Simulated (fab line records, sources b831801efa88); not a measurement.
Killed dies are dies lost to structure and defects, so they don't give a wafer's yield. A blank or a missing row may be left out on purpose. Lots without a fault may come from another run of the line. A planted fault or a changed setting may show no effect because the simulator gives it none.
Which tool did it? | flow sky130 | 10 lots, 30 wafers sampled, at 2 steps of a route of 708

WHAT THE GAUGES READ, wafer by wafer
SKY_LOCAL_INTERCONNECT_RS_MEAS_01: measures by four-point-probe.
lot  | measured     | on            | LOCAL_INTERCONNECT_TIN_RS (ohm/sq)
L649 | day 29 19:39 | film_metro-04 | 14.32 14.46 14.12
L652 | day 30 20:36 | film_metro-03 | 13.92 14.22 13.95
L653 | day 30 23:51 | film_metro-01 | 14.31 14.09 14.21
L655 | day 31 16:52 | film_metro-01 | 14.15 14.11 14.40
L658 | day 32 16:25 | film_metro-01 | 14.04 14.07 13.84
L659 | day 33 01:20 | film_metro-01 | 14.39 14.32 14.10
L660 | day 33 08:41 | film_metro-04 | 14.32 14.19 14.03
L662 | day 33 22:45 | film_metro-03 | 13.64 13.59 13.49 13.63 13.60 13.46
L664 | day 34 13:38 | film_metro-03 | 14.40 14.34 14.44
L665 | day 35 00:25 | film_metro-01 | 13.69 13.47 13.39 13.70 13.49 13.45

WHICH TOOL RAN EACH LOT (tool, then ch and the chambers of the sampled wafers, then the start)
lot  | SKY_LOCAL_INTERCONNECT_SPUTTER_00
L649 | pvd_sputter-03, day 29 19:33
L652 | pvd_sputter-04, day 30 20:32
L653 | pvd_sputter-03, day 30 23:46
L655 | pvd_sputter-03, day 31 16:48
L658 | pvd_sputter-04, day 32 16:22
L659 | pvd_sputter-03, day 33 01:15
L660 | pvd_sputter-02, day 33 08:37
L662 | pvd_sputter-04, day 33 22:38
L664 | pvd_sputter-03, day 34 13:33
L665 | pvd_sputter-04, day 35 00:17
- SKY_LOCAL_INTERCONNECT_SPUTTER_00: material TiN, target thk 100 nm, time 83.3 s.

THE ANSWER, worked out from the rows above alone
Rule: what is usual is taken from the lots themselves. Put in order of their means at a reading, lots are off if they are a third of the lots or fewer, leave a main group of 4 or more, and stand apart from it by a gap of 3 or more times the standard deviation of the main group's means; of several such gaps the widest counts. A main group whose means are all the same, to the digits that the tables above print for the reading, isn't used. A lot without any number at a reading at which 4 lots or more have one is off too. The other lots that the step has rows for count as sound.
Off: L662, L665, at SKY_LOCAL_INTERCONNECT_RS_MEAS_01 (LOCAL_INTERCONNECT_TIN_RS). The main group: mean 14.20 ohm/sq, standard deviation 0.13.
A tool fits if, at a process step before that reading, it ran every lot that is off, and no sound lot after the first of them. The gauges at SKY_LOCAL_INTERCONNECT_RS_MEAS_01 are tried like those tools. One fits: pvd_sputter-04 at SKY_LOCAL_INTERCONNECT_SPUTTER_00. Its last sound lot is L658 (day 32 16:22), its first lot that is off L662 (day 33 22:38): a fault that began between those two fits.

WHAT THE SIMULATOR HAD PUT IN
Process parameter drift: pvd_sputter-04, from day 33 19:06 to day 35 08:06, at SKY_LOCAL_INTERCONNECT_SPUTTER_00. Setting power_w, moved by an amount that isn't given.
Lots struck among those shown: L662, L665. The rule above found the same.
